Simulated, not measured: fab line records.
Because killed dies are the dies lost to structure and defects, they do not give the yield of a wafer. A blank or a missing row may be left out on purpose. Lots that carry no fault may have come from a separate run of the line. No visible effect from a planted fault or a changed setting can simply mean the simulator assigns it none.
What tool caused it? / flow sky130 / Sampling: 12 lots, 36 wafers, 4 of 708 route steps

WHAT THE GAUGES SHOWED, per wafer
No reading from a measuring or inspecting step in the record can be judged against a usual standard deviation.

WHICH TOOL RAN EACH LOT (tool, then ch and the chambers of the sampled wafers, then the start)
lot=L255; SKY_VIA1_ETCH_14=rie_diel-02 ch 0,2,3, day 35 14:13; SKY_VIA1_ETCH_15=rie_diel-02 ch 0,2,3, day 35 14:15; SKY_VIA1_STRIP_16=plasma_asher-03 ch 0,1, day 35 14:18; SKY_PAD_OPEN_PROBE_99=-
lot=L257; SKY_VIA1_ETCH_14=rie_diel-01 ch 1,2,3, day 35 14:55; SKY_VIA1_ETCH_15=rie_diel-01 ch 1,2,3, day 35 14:57; SKY_VIA1_STRIP_16=plasma_asher-03 ch 0,1, day 35 15:00; SKY_PAD_OPEN_PROBE_99=prober-02, day 47 02:03
lot=L256; SKY_VIA1_ETCH_14=rie_diel-02 ch 0,3, day 35 17:19; SKY_VIA1_ETCH_15=rie_diel-02 ch 0,3, day 35 17:21; SKY_VIA1_STRIP_16=plasma_asher-04 ch 0,1, day 35 17:24; SKY_PAD_OPEN_PROBE_99=-
lot=L259; SKY_VIA1_ETCH_14=rie_diel-03 ch 0,1,2, day 36 01:58; SKY_VIA1_ETCH_15=rie_diel-03 ch 0,1,2, day 36 02:00; SKY_VIA1_STRIP_16=plasma_asher-02 ch 0,1, day 36 02:03; SKY_PAD_OPEN_PROBE_99=-
lot=L262; SKY_VIA1_ETCH_14=rie_diel-02 ch 0,2,3, day 37 02:56; SKY_VIA1_ETCH_15=rie_diel-02 ch 0,2,3, day 37 02:58; SKY_VIA1_STRIP_16=plasma_asher-02 ch 0,1, day 37 03:01; SKY_PAD_OPEN_PROBE_99=prober-02, day 48 05:50
lot=L263; SKY_VIA1_ETCH_14=rie_diel-02 ch 1,2,3, day 37 14:00; SKY_VIA1_ETCH_15=rie_diel-02 ch 1,2,3, day 37 14:02; SKY_VIA1_STRIP_16=plasma_asher-02 ch 0,1, day 37 14:05; SKY_PAD_OPEN_PROBE_99=prober-01, day 48 12:44
lot=L268; SKY_VIA1_ETCH_14=rie_diel-01 ch 0,1,3, day 38 21:58; SKY_VIA1_ETCH_15=rie_diel-01 ch 0,1,3, day 38 22:00; SKY_VIA1_STRIP_16=plasma_asher-04 ch 0,1, day 38 22:03; SKY_PAD_OPEN_PROBE_99=prober-02, day 49 13:56
lot=L269; SKY_VIA1_ETCH_14=rie_diel-03 ch 0,2,3, day 39 06:45; SKY_VIA1_ETCH_15=rie_diel-03 ch 0,2,3, day 39 06:47; SKY_VIA1_STRIP_16=plasma_asher-03 ch 0,1, day 39 06:50; SKY_PAD_OPEN_PROBE_99=prober-02, day 49 18:39
lot=L271; SKY_VIA1_ETCH_14=rie_diel-01 ch 0,1, day 39 11:31; SKY_VIA1_ETCH_15=rie_diel-01 ch 0,1, day 39 11:33; SKY_VIA1_STRIP_16=plasma_asher-02 ch 0,1, day 39 11:36; SKY_PAD_OPEN_PROBE_99=prober-01, day 49 22:53
lot=L273; SKY_VIA1_ETCH_14=rie_diel-03 ch 1,2,3, day 40 02:46; SKY_VIA1_ETCH_15=rie_diel-03 ch 1,2,3, day 40 02:49; SKY_VIA1_STRIP_16=plasma_asher-02 ch 0,1, day 40 02:51; SKY_PAD_OPEN_PROBE_99=prober-01, day 50 07:58
lot=L276; SKY_VIA1_ETCH_14=rie_diel-03 ch 0,1,3, day 40 11:40; SKY_VIA1_ETCH_15=rie_diel-03 ch 0,1,3, day 40 11:43; SKY_VIA1_STRIP_16=plasma_asher-03 ch 0,1, day 40 11:46; SKY_PAD_OPEN_PROBE_99=-
lot=L277; SKY_VIA1_ETCH_14=rie_diel-02 ch 0,1, day 40 17:55; SKY_VIA1_ETCH_15=rie_diel-02 ch 0,1, day 40 17:58; SKY_VIA1_STRIP_16=plasma_asher-03 ch 1, day 40 18:00; SKY_PAD_OPEN_PROBE_99=prober-02, day 50 17:57
- SKY_VIA1_ETCH_14: etches BARC in N2/H2, stops on SiO2, time 45.9 s, target depth 60 nm.
- SKY_VIA1_ETCH_15: etches SiO2 in C4F8/O2/Ar, stops on TiN, target depth 351 nm, time 54 s.
- SKY_VIA1_STRIP_16: strips in O2/N2.
- SKY_PAD_OPEN_PROBE_99

WHAT THE TOOLS THEMSELVES READ (means of the sampled wafers that have a number; where no wafer has one, the mark that the record gives instead)
SKY_VIA1_ETCH_14.
lot=L255; tool=rie_diel-02; drypump_motor_current_A (A)=5.3; n2_flow_sccm (sccm)=100.3; oes_product_au (a.u.)=0.852; throttle_valve_pct (%)=13.225
lot=L257; tool=rie_diel-01; drypump_motor_current_A (A)=6.0; n2_flow_sccm (sccm)=100.3; oes_product_au (a.u.)=0.852; throttle_valve_pct (%)=13.221
lot=L256; tool=rie_diel-02; drypump_motor_current_A (A)=5.3; n2_flow_sccm (sccm)=99.5; oes_product_au (a.u.)=0.857; throttle_valve_pct (%)=13.222
lot=L259; tool=rie_diel-03; drypump_motor_current_A (A)=5.7; n2_flow_sccm (sccm)=100.0; oes_product_au (a.u.)=0.849; throttle_valve_pct (%)=13.234
lot=L262; tool=rie_diel-02; drypump_motor_current_A (A)=5.3; n2_flow_sccm (sccm)=99.8; oes_product_au (a.u.)=0.779; throttle_valve_pct (%)=13.218
lot=L263; tool=rie_diel-02; drypump_motor_current_A (A)=5.6; n2_flow_sccm (sccm)=99.9; oes_product_au (a.u.)=0.779; throttle_valve_pct (%)=13.218
lot=L268; tool=rie_diel-01; drypump_motor_current_A (A)=5.8; n2_flow_sccm (sccm)=99.9; oes_product_au (a.u.)=0.848; throttle_valve_pct (%)=13.229
lot=L269; tool=rie_diel-03; drypump_motor_current_A (A)=5.8; n2_flow_sccm (sccm)=100.0; oes_product_au (a.u.)=0.853; throttle_valve_pct (%)=13.230
lot=L271; tool=rie_diel-01; drypump_motor_current_A (A)=5.7; n2_flow_sccm (sccm)=99.9; oes_product_au (a.u.)=0.854; throttle_valve_pct (%)=13.219
lot=L273; tool=rie_diel-03; drypump_motor_current_A (A)=5.6; n2_flow_sccm (sccm)=100.2; oes_product_au (a.u.)=0.861; throttle_valve_pct (%)=13.219
lot=L276; tool=rie_diel-03; drypump_motor_current_A (A)=5.8; n2_flow_sccm (sccm)=99.9; oes_product_au (a.u.)=0.853; throttle_valve_pct (%)=13.222
lot=L277; tool=rie_diel-02; drypump_motor_current_A (A)=5.8; n2_flow_sccm (sccm)=100.1; oes_product_au (a.u.)=0.852; throttle_valve_pct (%)=13.220

SKY_VIA1_ETCH_15.
lot=L255; tool=rie_diel-02; oes_product_au (a.u.)=0.989
lot=L257; tool=rie_diel-01; oes_product_au (a.u.)=0.977
lot=L256; tool=rie_diel-02; oes_product_au (a.u.)=0.984
lot=L259; tool=rie_diel-03; oes_product_au (a.u.)=0.989
lot=L262; tool=rie_diel-02; oes_product_au (a.u.)=0.587
lot=L263; tool=rie_diel-02; oes_product_au (a.u.)=0.582
lot=L268; tool=rie_diel-01; oes_product_au (a.u.)=0.981
lot=L269; tool=rie_diel-03; oes_product_au (a.u.)=0.979
lot=L271; tool=rie_diel-01; oes_product_au (a.u.)=0.986
lot=L273; tool=rie_diel-03; oes_product_au (a.u.)=0.983
lot=L276; tool=rie_diel-03; oes_product_au (a.u.)=0.981
lot=L277; tool=rie_diel-02; oes_product_au (a.u.)=0.980

SKY_VIA1_STRIP_16.
lot=L255; tool=plasma_asher-03; drypump_motor_current_A (A)=5.8; n2_flow_sccm (sccm)=300.3; oes_product_au (a.u.)=0.411; strip_time_to_endpoint_s (s)=4.476
lot=L257; tool=plasma_asher-03; drypump_motor_current_A (A)=5.8; n2_flow_sccm (sccm)=299.7; oes_product_au (a.u.)=0.417; strip_time_to_endpoint_s (s)=4.467
lot=L256; tool=plasma_asher-04; drypump_motor_current_A (A)=5.6; n2_flow_sccm (sccm)=300.0; oes_product_au (a.u.)=0.415; strip_time_to_endpoint_s (s)=4.444
lot=L259; tool=plasma_asher-02; drypump_motor_current_A (A)=6.0; n2_flow_sccm (sccm)=299.1; oes_product_au (a.u.)=0.415; strip_time_to_endpoint_s (s)=4.443
lot=L262; tool=plasma_asher-02; drypump_motor_current_A (A)=6.0; n2_flow_sccm (sccm)=299.6; oes_product_au (a.u.)=0.420; strip_time_to_endpoint_s (s)=4.590
lot=L263; tool=plasma_asher-02; drypump_motor_current_A (A)=6.0; n2_flow_sccm (sccm)=300.3; oes_product_au (a.u.)=0.418; strip_time_to_endpoint_s (s)=4.579
lot=L268; tool=plasma_asher-04; drypump_motor_current_A (A)=5.3; n2_flow_sccm (sccm)=299.7; oes_product_au (a.u.)=0.415; strip_time_to_endpoint_s (s)=4.465
lot=L269; tool=plasma_asher-03; drypump_motor_current_A (A)=5.8; n2_flow_sccm (sccm)=299.5; oes_product_au (a.u.)=0.423; strip_time_to_endpoint_s (s)=4.470
lot=L271; tool=plasma_asher-02; drypump_motor_current_A (A)=6.3; n2_flow_sccm (sccm)=299.9; oes_product_au (a.u.)=0.416; strip_time_to_endpoint_s (s)=4.458
lot=L273; tool=plasma_asher-02; drypump_motor_current_A (A)=6.4; n2_flow_sccm (sccm)=300.0; oes_product_au (a.u.)=0.420; strip_time_to_endpoint_s (s)=4.482
lot=L276; tool=plasma_asher-03; drypump_motor_current_A (A)=6.0; n2_flow_sccm (sccm)=299.6; oes_product_au (a.u.)=0.420; strip_time_to_endpoint_s (s)=4.460
lot=L277; tool=plasma_asher-03; drypump_motor_current_A (A)=5.6; n2_flow_sccm (sccm)=300.4; oes_product_au (a.u.)=0.415; strip_time_to_endpoint_s (s)=4.463

SKY_PAD_OPEN_PROBE_99.
lot=L257; tool=prober-02; defect_limited_yield (%)=83.7; killed_at_M0_to_M3=41; killed_at_M4_up=3.7; killed_at_contacts=18; killed_at_front_end=17; killed_at_other=0.0; killed_dies=80; killed_on_rim=16; killed_open=40; killed_short=40; sort_bin_3_pad_short (%)=1.2; sort_bin_5_function (%)=9.8; sort_bin_6_memory (%)=5.2; sort_n_pass=412; sort_yield_pct (%)=83.7
lot=L262; tool=prober-02; defect_limited_yield (%)=28.2; killed_at_M0_to_M3=312; killed_at_M4_up=2.0; killed_at_contacts=20; killed_at_front_end=19; killed_at_other=0.0; killed_dies=353; killed_on_rim=68; killed_open=47; killed_short=36; sort_bin_3_pad_short (%)=1.1; sort_bin_5_function (%)=65.7; sort_bin_6_memory (%)=5.0; sort_n_pass=139; sort_yield_pct (%)=28.2
lot=L263; tool=prober-01; defect_limited_yield (%)=27.2; killed_at_M0_to_M3=313; killed_at_M4_up=2.3; killed_at_contacts=21; killed_at_front_end=22; killed_at_other=0.3; killed_dies=358; killed_on_rim=71; killed_open=46; killed_short=44; sort_bin_3_pad_short (%)=1.4; sort_bin_5_function (%)=65.3; sort_bin_6_memory (%)=6.1; sort_n_pass=134; sort_yield_pct (%)=27.2
lot=L268; tool=prober-02; defect_limited_yield (%)=79.1; killed_at_M0_to_M3=57; killed_at_M4_up=6.0; killed_at_contacts=22; killed_at_front_end=17; killed_at_other=0.7; killed_dies=103; killed_on_rim=23; killed_open=55; killed_short=48; sort_bin_3_pad_short (%)=0.6; sort_bin_5_function (%)=12.9; sort_bin_6_memory (%)=7.3; sort_n_pass=389; sort_yield_pct (%)=79.1
lot=L269; tool=prober-02; defect_limited_yield (%)=82.9; killed_at_M0_to_M3=41; killed_at_M4_up=3.7; killed_at_contacts=27; killed_at_front_end=12; killed_at_other=0.3; killed_dies=84; killed_on_rim=16; killed_open=40; killed_short=44; sort_bin_3_pad_short (%)=1.1; sort_bin_5_function (%)=8.8; sort_bin_6_memory (%)=7.2; sort_n_pass=408; sort_yield_pct (%)=82.9
lot=L271; tool=prober-01; defect_limited_yield (%)=79.5; killed_at_M0_to_M3=51; killed_at_M4_up=2.7; killed_at_contacts=28; killed_at_front_end=19; killed_at_other=0.0; killed_dies=101; killed_on_rim=22; killed_open=55; killed_short=46; sort_bin_3_pad_short (%)=1.2; sort_bin_5_function (%)=12.7; sort_bin_6_memory (%)=6.6; sort_n_pass=391; sort_yield_pct (%)=79.5
lot=L273; tool=prober-01; defect_limited_yield (%)=83.1; killed_at_M0_to_M3=39; killed_at_M4_up=3.0; killed_at_contacts=27; killed_at_front_end=14; killed_at_other=0.0; killed_dies=83; killed_on_rim=15; killed_open=45; killed_short=38; sort_bin_3_pad_short (%)=0.8; sort_bin_5_function (%)=10.2; sort_bin_6_memory (%)=5.9; sort_n_pass=409; sort_yield_pct (%)=83.1
lot=L277; tool=prober-02; defect_limited_yield (%)=82.1; killed_at_M0_to_M3=45; killed_at_M4_up=3.3; killed_at_contacts=26; killed_at_front_end=14; killed_at_other=0.3; killed_dies=88; killed_on_rim=15; killed_open=49; killed_short=40; sort_bin_3_pad_short (%)=0.8; sort_bin_5_function (%)=11.3; sort_bin_6_memory (%)=5.8; sort_n_pass=404; sort_yield_pct (%)=82.1

THE ANSWER, worked out from the rows above alone
Rule: usual is defined by the lots themselves. Put in order of their means at a reading, lots are off if they are a third of the lots or fewer, leave a main group of 4 or more, and stand apart from it by a gap of 3 or more times the standard deviation of the main group's means; of several such gaps the widest counts. Not used: any main group whose means are identical at the precision the tables above print for the reading. Also off: a lot with no number at a reading for which 4 or more lots have one. Any other lot the step has rows for is counted as sound. Order of review: gauges by route order, followed by the tools' own readings, for which a lot's mean as printed above is used. The first step at which some lot is off is used, and at that step the reading that is off furthest; a lot without a number counts as furthest.
Off at SKY_VIA1_ETCH_14 (oes_product_au): L262, L263. For the main group the mean is 0.853 a.u. and the standard deviation 0.0035.
If a tool, at that step or one of the process steps before it, ran each lot that is off and ran no sound lot following the first of them, it fits. Of those tried, none fits.

WHAT WAS PUT IN BY THE SIMULATOR
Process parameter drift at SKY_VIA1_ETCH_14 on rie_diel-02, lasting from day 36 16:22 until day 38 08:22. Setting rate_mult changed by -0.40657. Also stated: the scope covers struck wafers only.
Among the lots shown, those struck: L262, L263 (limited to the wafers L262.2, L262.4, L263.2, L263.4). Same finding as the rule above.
